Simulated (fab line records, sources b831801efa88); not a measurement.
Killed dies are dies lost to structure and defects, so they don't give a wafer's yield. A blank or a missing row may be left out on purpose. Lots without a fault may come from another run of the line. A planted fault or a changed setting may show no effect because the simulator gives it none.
fab line records | flow sky130
record lots=14 wafers=42 last_day=51
route steps=708 shown FIELD_ISO@15 NWELL@75 VT_ADJUST_HVTP@96 VT_ADJUST_HVTR@141
lots that met no fault: from a run of the same line without faults
start_h: hours from the record's first day to the start of the lot's first wafer shown | wait_h: hours since the lot's step before | " the same as in the row above | L1.1+2: a row that stands for several wafers | - no value, or no start given | * or withheld: withheld | < > ~ a bound
route shown NAME@n: a module of which the file shows steps, and the number in the route of the first | usual: mean/standard deviation of fault-free wafers | same: alike in all rows | chamber/n: place in a boat | sites: the reading at each site | _std_site: their standard deviation | _edge_site: outer sites' mean less inner sites' | radius_mm: how far each site lies from the wafer's centre | mask NAME#n: copy n | behind: the tool/chamber that last shaped the wafer | hold: why the lot was held/for how many hours/how that ended | device: the transistor (n, p or np) that didn't switch | end of line: the same wafers' tests at the end of the route | a step without rows: its recipe alone | killed: dies lost to structure and defects at the first sort, not the wafer's yield | map: a wafer's dies, x killed, . not, _ none there
set.NAME: the setting as run; set.NAME@STEP: as run at that earlier step | model.NAME: the simulator's own value behind a step, which no gauge read
steps of the route over a sample of lots; a table a step, a row a wafer
services: from which hour (start_h, from the record's first day; less than 0 if before it) a tool's chamber was out of use, for how many hours, and why
## steps
# step SKY_FIELD_ISO_ETCH_14
# recipe chemistry=N2/H2 target=BARC ion_energy_ev=200 source_w=500 bias_w=100 pressure_mtorr=30 n2_flow_sccm=100 h2_flow_sccm=200 stop_on=SiO2 time_s=45.9 target_depth_a=600
# usual drypump_motor_current_A=5.8/0.37 oes_product_au=0.856/0.0047 throttle_valve_pct=13.225/0.009
# columns lot.wafer tool chamber start_h wait_h drypump_motor_current_A oes_product_au rf_hours_counter_h throttle_valve_pct
L642.2 rie_diel-01 1 32.30 0.1 5.6 0.854 62 13.232
L642.3 " 0 " " 5.8 0.854 46 13.239
L642.5 " 0 " " 5.8 0.852 - 13.228
L643.1 rie_diel-01 1 40.98 0.1 5.6 0.848 62 13.210
L643.3 " 3 " " 5.0 0.859 27 13.237
L643.6 " 2 " " 5.9 0.853 - 13.245
L644.4 rie_diel-04 3 41.48 0.0 5.9 0.854 125 13.226
L644.5 " 3 " " 5.9 0.860 - 13.225
L644.6 " 2 " " 6.0 0.847 - 13.233
L645.1 rie_diel-04 0 45.53 0.1 5.8 0.853 93 13.239
L645.5 " 0 " " 5.7 0.851 - 13.234
L645.6 " 3 " " 6.0 0.850 - 13.229
L646.1 rie_diel-03 2 53.90 0.1 6.0 0.866 2 13.244
L646.3 " 1 " " 5.9 0.856 68 13.211
L646.5 " 1 " " 5.8 0.860 - 13.236
L647.1 rie_diel-03 2 59.33 0.1 6.0 0.854 2 13.240
L647.2 " 3 " " 5.7 0.864 2 13.218
L647.3 " 1 " " 5.9 0.861 68 13.228
L648.3 rie_diel-01 2 63.00 0.1 5.9 0.869 151 13.226
L648.5 " 2 " " 5.9 0.862 - 13.226
L648.6 " 3 " " 4.9 0.851 - 13.221
L649.2 rie_diel-04 3 71.13 0.1 5.9 0.857 126 13.226
L649.3 " 2 " " 6.0 0.847 83 13.217
L649.6 " 2 " " 6.0 0.853 - 13.224
L650.1 rie_diel-01 0 73.83 0.1 5.8 0.845 47 13.218
L650.4 " 1 " " 5.6 0.851 - 13.224
L650.5 " 0 " " 5.8 0.853 - 13.218
L652.2 rie_diel-03 1 81.08 0.1 5.9 0.855 69 13.218
L652.5 " 1 " " 5.8 0.853 - 13.222
L652.6 " 2 " " 6.0 0.850 - 13.225
L656.1 rie_diel-01 3 104.28 0.1 5.0 0.862 28 13.209
L656.3 " 1 " " 5.6 0.858 63 13.226
L656.5 " 2 " " 5.9 0.853 - 13.231
L660.1 rie_diel-04 2 121.75 0.1 6.0 0.855 83 13.224
L660.2 " 3 " " 5.9 0.860 126 13.232
L660.6 " 2 " " 6.0 0.862 - 13.234
L664.1 rie_diel-03 1 146.20 0.1 5.9 0.860 70 13.223
L664.2 " 2 " " 5.9 0.852 4 13.218
L664.5 " 2 " " 5.9 0.865 - 13.229
L665.2 rie_diel-01 1 150.28 0.1 5.6 0.861 64 13.224
L665.3 " 0 " " 5.8 0.848 49 13.216
L665.5 " 2 " " 5.8 0.852 - 13.232
# step SKY_NWELL_DEVELOP_22
# recipe wall_angle_deg=90 developer=TMAH develop_time_s=60 dev_temp_c=23
# columns lot.wafer tool chamber start_h wait_h
L642.2+3+5 litho_track-04 0 102 -
L643.1+3+6 litho_track-03 0 114 -
L644.4+5+6 litho_track-04 0 116 -
L645.1+5+6 litho_track-02 0 119 -
L646.1+3+5 litho_track-04 0 128 -
L647.1+2+3 litho_track-04 0 137 -
L648.3+5+6 litho_track-02 0 142 -
L649.2+3+6 litho_track-02 0 150 -
L650.1+4+5 litho_track-03 0 154 -
L652.2+5+6 litho_track-04 0 166 -
L656.1+3+5 litho_track-04 0 190 -
L660.1+2+6 litho_track-03 0 210 -
L664.1+2+5 litho_track-03 0 234 -
L665.2+3+5 litho_track-02 0 244 -
# step SKY_NWELL_OVL_MEAS_23
# usual NWELL_01_OVL=0.1/1.3
# columns lot.wafer tool chamber start_h wait_h NWELL_01_OVL[nm]
L642.2 overlay-01 - 102.38 - 2.4
L642.3 " - " " 0.9
L642.5 " - " " 0.0
L643.1 overlay-01 - 114.54 - 1.6
L643.3 " - " " 1.6
L643.6 " - " " -0.8
L644.4 overlay-01 - 116.89 - -0.6
L644.5 " - " " 0.3
L644.6 " - " " 0.7
L645.1 overlay-01 - 120.06 - 0.6
L645.5 " - " " -0.1
L645.6 " - " " 1.2
L646.1 overlay-01 - 128.23 - -0.8
L646.3 " - " " -1.2
L646.5 " - " " 0.1
L647.1 overlay-01 - 137.58 - 0.7
L647.2 " - " " -0.4
L647.3 " - " " 0.8
L648.3 overlay-01 - 142.47 - -0.3
L648.5 " - " " 0.9
L648.6 " - " " -0.1
L649.2 overlay-01 - 150.51 - -0.6
L649.3 " - " " 3.0
L649.6 " - " " 0.3
L650.1 overlay-01 - 154.44 - -0.3
L650.4 " - " " -0.1
L650.5 " - " " 0.2
L652.2 overlay-01 - 166.73 - -
L652.5 " - " " -
L652.6 " - " " -
L656.1 overlay-02 - 190.43 - -
L656.3 " - " " -
L656.5 " - " " -
L660.1 overlay-01 - 210.69 - 1.7
L660.2 " - " " 0.7
L660.6 " - " " 2.8
L664.1 overlay-01 - 234.94 - 0.7
L664.2 " - " " -1.6
L664.5 " - " " -1.1
L665.2 overlay-01 - 245.01 - 0.5
L665.3 " - " " -1.6
L665.5 " - " " -0.5
# step SKY_NWELL_TW_MEAS_26
# usual NWELL_2_TW=507.0/2.5
# columns lot.wafer tool chamber start_h wait_h NWELL_2_TW
L642.2 film_metro-02 - 102.67 0.1 508.0
L642.3 " - " " 507.7
L642.5 " - " " 505.4
L643.1 film_metro-02 - 114.82 0.1 506.5
L643.3 " - " " 508.4
L643.6 " - " " 508.5
L644.4 film_metro-03 - 117.19 0.1 504.2
L644.5 " - " " 505.8
L644.6 " - " " 504.7
L645.1 film_metro-02 - 120.34 0.1 509.1
L645.5 " - " " 508.3
L645.6 " - " " 508.6
L646.1 film_metro-03 - 128.51 0.1 500.1
L646.3 " - " " 501.3
L646.5 " - " " 503.6
L647.1 film_metro-02 - 137.86 0.1 506.7
L647.2 " - " " 508.1
L647.3 " - " " 507.7
L648.3 film_metro-03 - 142.76 0.1 504.2
L648.5 " - " " 502.4
L648.6 " - " " 503.8
L649.2 film_metro-01 - 150.80 0.1 503.9
L649.3 " - " " 505.3
L649.6 " - " " 505.6
L650.1 film_metro-03 - 154.72 0.1 506.9
L650.4 " - " " 506.1
L650.5 " - " " 510.9
L652.2 film_metro-03 - 167.02 0.1 30.6
L652.5 " - " " 30.7
L652.6 " - " " 30.6
L656.1 film_metro-01 - 190.71 0.1 30.4
L656.3 " - " " 30.5
L656.5 " - " " 30.7
L660.1 film_metro-03 - 210.97 0.1 505.1
L660.2 " - " " 504.3
L660.6 " - " " 506.9
L664.1 film_metro-03 - 235.22 0.1 509.1
L664.2 " - " " 508.5
L664.5 " - " " 502.8
L665.2 film_metro-02 - 245.30 0.1 506.4
L665.3 " - " " 505.3
L665.5 " - " " 508.2
# step SKY_VT_ADJUST_HVTP_TW_MEAS_11
# usual VT_ADJUST_HVTP_TW=1382/8.2
# columns lot.wafer tool chamber start_h wait_h VT_ADJUST_HVTP_TW
L642.2 film_metro-03 - 120.44 0.1 1377
L642.3 " - " " 1374
L642.5 " - " " 1377
L643.1 film_metro-02 - 133.86 0.1 1389
L643.3 " - " " 1386
L643.6 " - " " 1382
L644.4 film_metro-04 - 135.91 0.1 1377
L644.5 " - " " 1381
L644.6 " - " " 1377
L645.1 film_metro-03 - 140.71 0.1 1370
L645.5 " - " " 1366
L645.6 " - " " 1374
L646.1 film_metro-02 - 149.06 0.1 1388
L646.3 " - " " 1380
L646.5 " - " " 1376
L647.1 film_metro-03 - 157.88 0.1 1373
L647.2 " - " " 1385
L647.3 " - " " 1388
L648.3 film_metro-04 - 163.63 0.1 1363
L648.5 " - " " 1364
L648.6 " - " " 1372
L649.2 film_metro-02 - 171.04 0.1 1406
L649.3 " - " " 1395
L649.6 " - " " 1396
L650.1 film_metro-02 - 174.86 0.1 1385
L650.4 " - " " 1391
L650.5 " - " " 1388
L652.2 film_metro-02 - 188.57 0.1 1396
L652.5 " - " " 1395
L652.6 " - " " 1392
L656.1 film_metro-04 - 211.81 0.1 1379
L656.3 " - " " 1385
L656.5 " - " " 1378
L660.1 film_metro-04 - 232.96 0.1 1376
L660.2 " - " " 1370
L660.6 " - " " 1383
L664.1 film_metro-02 - 261.31 0.1 1380
L664.2 " - " " 1377
L664.5 " - " " 1375
L665.2 film_metro-03 - 271.34 0.1 1371
L665.3 " - " " 1380
L665.5 " - " " 1371
# step SKY_VT_ADJUST_HVTR_STRIP_10
# recipe chemistry=O2/N2 power_w=1400 pressure_mtorr=1500 platen_temp_c=withheld o2_flow_sccm=3000 n2_flow_sccm=300 overash_fraction=0.5
# usual drypump_motor_current_A=5.8/0.37 oes_product_au=0.716/0.004 strip_time_to_endpoint_s=14.30/0.032
# same overash_fraction=0.5
# columns lot.wafer tool chamber start_h wait_h drypump_motor_current_A oes_product_au rf_hours_counter_h strip_time_to_endpoint_s
L642.2 plasma_asher-04 1 200.33 0.1 5.3 0.711 54 14.31
L642.3 " 0 " " 5.9 0.716 - 14.29
L642.5 " 0 " " 5.9 0.721 - 14.31
L643.1 plasma_asher-01 0 213.79 0.1 5.5 0.711 53 14.30
L643.3 " 0 " " 5.5 0.720 - 14.28
L643.6 " 0 " " 5.5 0.715 - 14.28
L644.4 plasma_asher-01 0 218.01 0.1 5.5 0.707 - 14.20
L644.5 " 1 " " 6.3 0.710 - 14.24
L644.6 " 0 " " 5.5 0.716 - 14.24
L645.1 plasma_asher-03 1 222.04 0.1 5.6 0.714 44 14.30
L645.5 " 0 " " 6.3 0.718 - 14.31
L645.6 " 1 " " 5.6 0.719 - 14.35
L646.1 plasma_asher-04 0 231.93 0.1 5.9 0.720 56 14.32
L646.3 " 0 " " 5.9 0.717 - 14.30
L646.5 " 1 " " 5.3 0.718 - 14.31
L647.1 plasma_asher-01 0 240.71 0.1 5.5 0.712 56 14.30
L647.2 " 1 " " 6.3 0.708 56 14.32
L647.3 " 0 " " 5.5 0.713 - 14.29
L648.3 plasma_asher-01 0 247.68 0.1 5.5 0.720 - 14.27
L648.5 " 1 " " 6.3 0.713 - 14.30
L648.6 " 0 " " 5.5 0.723 - 14.27
L649.2 plasma_asher-03 0 257.56 0.1 6.3 0.709 47 14.40
L649.3 " 0 " " 6.3 0.716 - 14.36
L649.6 " 0 " " 6.3 0.721 - 14.29
L650.1 plasma_asher-04 1 262.79 0.1 5.3 0.708 59 14.27
L650.4 " 0 " " 5.9 0.711 - 14.28
L650.5 " 0 " " 5.9 0.719 - 14.27
L652.2 plasma_asher-04 0 279.24 0.1 5.9 0.715 61 14.27
L652.5 " 0 " " 5.9 0.713 - 14.27
L652.6 " 1 " " 5.3 0.709 - 14.31
L656.1 plasma_asher-04 1 307.46 0.1 5.3 0.716 63 14.33
L656.3 " 1 " " 5.3 0.717 - 14.36
L656.5 " 1 " " 5.3 0.716 - 14.35
L660.1 plasma_asher-04 1 331.33 0.1 5.3 0.720 66 14.27
L660.2 " 0 " " 5.9 0.720 66 14.27
L660.6 " 0 " " 5.9 0.719 - 14.29
L664.1 plasma_asher-04 1 366.01 0.1 5.3 0.725 69 14.32
L664.2 " 0 " " 5.9 0.715 69 14.29
L664.5 " 1 " " 5.3 0.716 - 14.32
L665.2 plasma_asher-04 1 376.79 0.1 5.3 0.707 70 14.34
L665.3 " 1 " " 5.3 0.715 - 14.30
L665.5 " 1 " " 5.3 0.717 - 14.32
## services
# columns tool chamber start_h hours kind
rie_diel-04 - 8.40 2.8 pm
rie_diel-01 3 9.17 3.9 repair
rie_diel-04 1 15.39 18.7 repair
rie_diel-01 3 16.85 2.1 repair
rie_diel-01 2 73.47 7.5 repair
rie_diel-04 3 80.76 11.0 repair
rie_diel-04 0 88.91 6.0 repair
rie_diel-03 - 93.26 0.2 repair
rie_diel-03 0 106.39 5.4 repair
rie_diel-03 3 111.07 1.5 repair
rie_diel-03 3 117.07 4.7 repair
rie_diel-03 3 125.23 28.7 repair
rie_diel-04 3 137.19 7.5 repair
rie_diel-01 3 144.76 7.9 repair
rie_diel-04 2 154.23 1.4 repair
plasma_asher-01 - 154.29 2.0 repair
rie_diel-03 3 160.15 12.9 repair
rie_diel-04 - 169.42 0.2 repair
rie_diel-03 2 194.82 5.0 repair
plasma_asher-04 - 211.52 7.7 repair
rie_diel-03 1 214.05 5.3 repair
rie_diel-04 - 227.10 0.2 repair
rie_diel-04 - 270.71 14.6 pm
rie_diel-04 2 296.74 8.3 repair
## key
first_sign step=SKY_NWELL_OVL_MEAS_23 reading=NWELL_01_OVL direction=missing
effect step=SKY_NWELL_TW_MEAS_26 reading=NWELL_2_TW direction=down sigmas=99+ usual=507.0 struck=30.6
met_at SKY_NWELL_DEVELOP_22
struck_lots L652,L656
sort_left_out L652.2,L652.5,L652.6,L656.1,L656.3,L656.5
tester_left_out L652,L656
not_acting_at SKY_FIELD_ISO_ETCH_14,SKY_VT_ADJUST_HVTP_TW_MEAS_11,SKY_VT_ADJUST_HVTR_STRIP_10
onset_between 137 166
fault kind=process_parameter_drift tool=litho_track-04 chamber=- onset_h=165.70 steps=SKY_NWELL_DEVELOP_22 channel=develop_time_s offset=* shape=step end_h=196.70 acts_in=* stated=*
# tester_left_out: of these lots the tester's yield and bins aren't shown, on N5 and GAA mostly nor the transistor test; their killed dies are dies lost to structure and defects alone, not to doping, threshold or leakage, so they don't give the yield
# sort_left_out: the simulated sort isn't trusted on such a fault, so these wafers' sort isn't shown, and their yield isn't known
